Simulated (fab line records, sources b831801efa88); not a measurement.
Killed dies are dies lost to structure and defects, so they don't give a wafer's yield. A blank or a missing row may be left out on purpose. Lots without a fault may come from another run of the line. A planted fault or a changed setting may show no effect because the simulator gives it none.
Which tool did it? | flow gf180mcu | 14 lots, 42 wafers sampled, at 2 steps of a route of 602

WHAT THE GAUGES READ, wafer by wafer
GF_STI_THK_MEAS_30. Usual: STI_OXIDATION_02_THK 10.01 nm, standard deviation 0.2.
lot  | measured    | on            | STI_OXIDATION_02_THK (nm) | flag
L441 | day 2 16:33 | film_metro-01 | 9.87 9.85 9.80            |
L442 | day 2 23:55 | film_metro-04 | 10.19 10.19 10.22         |
L443 | day 3 02:37 | film_metro-04 | 9.72 9.69 9.69            |
L444 | day 3 07:32 | film_metro-03 | 10.05 10.14 9.87          |
L445 | day 3 12:46 | film_metro-03 | 10.16 10.18 10.31         |
L446 | day 3 18:52 | film_metro-03 | 10.23 10.44 10.07         |
L447 | day 3 22:23 | film_metro-01 | 9.93 10.01 9.81           |
L448 | day 4 05:31 | film_metro-03 | 9.79 9.92 9.95            |
L449 | day 4 09:50 | film_metro-01 | 10.26 10.31 10.29         |
L452 | day 5 01:44 | film_metro-01 | 9.87 10.07 10.03          |
L453 | day 5 06:55 | film_metro-01 | 11.68 11.73 11.76         | OFF
L455 | day 5 16:13 | film_metro-04 | 11.36 11.39 11.35         | OFF
L456 | day 5 21:19 | film_metro-01 | 9.81 9.72 9.86            |
L461 | day 7 00:51 | film_metro-03 | 9.97 10.02 10.03          |

WHICH TOOL RAN EACH LOT (tool, then ch and the chambers of the sampled wafers, then the start)
lot  | GF_STI_OXIDATION_29
L441 | furnace-01 ch 0, day 2 15:10
L442 | furnace-02 ch 0, day 2 22:31
L443 | furnace-01 ch 0, day 3 01:14
L444 | furnace-02 ch 0, day 3 06:07
L445 | furnace-02 ch 0, day 3 11:22
L446 | furnace-02 ch 0, day 3 17:28
L447 | furnace-01 ch 0, day 3 21:00
L448 | furnace-01 ch 0, day 4 04:07
L449 | furnace-02 ch 0, day 4 08:26
L452 | furnace-01 ch 0, day 5 00:20
L453 | furnace-02 ch 0, day 5 05:31
L455 | furnace-02 ch 0, day 5 14:49
L456 | furnace-01 ch 0, day 5 19:55
L461 | furnace-01 ch 0, day 6 23:27
- GF_STI_OXIDATION_29: stabilise 600 s, purge 300 s, target thk 10 nm.

WHAT THE TOOLS THEMSELVES READ (means of the sampled wafers that have a number; where no wafer has one, the mark that the record gives instead)
The record holds no such reading with a usual standard deviation.

THE ANSWER, worked out from the rows above alone
Rule: a lot is off if the mean of its wafers that have a number lies more than 3 standard deviations from the usual mean. A lot without any number at a reading at which 4 lots or more have one is off too. The other lots that the step has rows for count as sound. The gauges are gone through in route order, then the tools' own readings, and for those a lot's mean is taken as printed above. The first step at which some lot is off is used, and at that step the reading that is off furthest; a lot without a number counts as furthest.
Off: L453, L455, at GF_STI_THK_MEAS_30 (STI_OXIDATION_02_THK).
A tool fits if, at a process step before that reading, it ran every lot that is off, and no sound lot after the first of them. The gauges at GF_STI_THK_MEAS_30 are tried like those tools. One fits: furnace-02 at GF_STI_OXIDATION_29. Its last sound lot is L449 (day 4 08:26), its first lot that is off L453 (day 5 05:31): a fault that began between those two fits.

WHAT THE SIMULATOR HAD PUT IN
Process parameter drift: furnace-02, from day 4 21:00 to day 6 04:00, at GF_STI_OXIDATION_29. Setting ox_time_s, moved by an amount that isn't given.
Lots struck among those shown: L453, L455. The rule above found the same.
